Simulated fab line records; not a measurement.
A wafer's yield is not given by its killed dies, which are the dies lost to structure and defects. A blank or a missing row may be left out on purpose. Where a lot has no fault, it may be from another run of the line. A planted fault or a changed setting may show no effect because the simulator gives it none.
Which tool was responsible? ; flow gf180mcu ; Sampling: 12 lots, 36 wafers, 2 of 602 route steps

WHAT EACH GAUGE READ, for each wafer
GF_V3_RS_MEAS_24: the measuring method here is four-point-probe.
lot;measured;on;V3_W_RS (ohm/sq)
L075;day 22 20:25;film metro-02;0.316 0.305 0.313
L077;day 23 20:10;film metro-03;0.317 0.311 0.309
L079;day 24 07:55;film metro-03;0.311 0.315 0.314
L081;day 25 02:04;film metro-01;0.312 0.317 0.314
L083;day 25 20:47;film metro-01;0.315 0.315 0.316
L085;day 26 14:58;film metro-02;0.313 0.312 0.311
L087;day 27 03:02;film metro-01;0.312 0.313 0.312
L089;day 27 14:58;film metro-02;0.317 0.315 0.316
L091;day 28 05:11;film metro-03;0.313 0.314 0.317
L093;day 28 20:46;film metro-01;0.318 0.310 0.313
L095;day 29 13:08;film metro-01;0.308 0.309 0.310
L097;day 29 18:44;film metro-03;0.312 0.314 0.313

WHAT TOOL EACH LOT RAN ON (gives the tool, then ch and the chambers of the sampled wafers, and finally the start)
lot;GF_CONTACT_SPUTTER_23
L075;pvd sputter-01, day 16 11:25
L077;pvd sputter-03, day 17 10:50
L079;pvd sputter-04, day 18 01:55
L081;pvd sputter-01, day 18 20:23
L083;pvd sputter-03, day 19 16:26
L085;pvd sputter-04, day 20 11:54
L087;pvd sputter-04, day 21 04:35
L089;pvd sputter-04, day 21 16:55
L091;pvd sputter-04, day 22 11:47
L093;pvd sputter-03, day 23 04:40
L095;pvd sputter-04, day 23 23:44
L097;pvd sputter-03, day 24 07:01
- GF_CONTACT_SPUTTER_23: material TiN, target thk 10 nm, time 40 s.

THE ANSWER, worked out from the rows above alone
Rule: the lots themselves supply what counts as usual. Put in order of their means at a reading, lots are off if they are a third of the lots or fewer, leave a main group of 4 or more, and stand apart from it by a gap of 3 or more times the standard deviation of the main group's means; of several such gaps the widest counts. A main group is skipped when, at the precision printed for the reading in the tables above, its means are all equal. A lot without any number at a reading at which 4 lots or more have one is off too. All remaining lots with rows at the step are treated as sound.
Nothing can be told from this: no lot is off at any reading shown.

WHAT THE SIMULATOR HAD INSERTED
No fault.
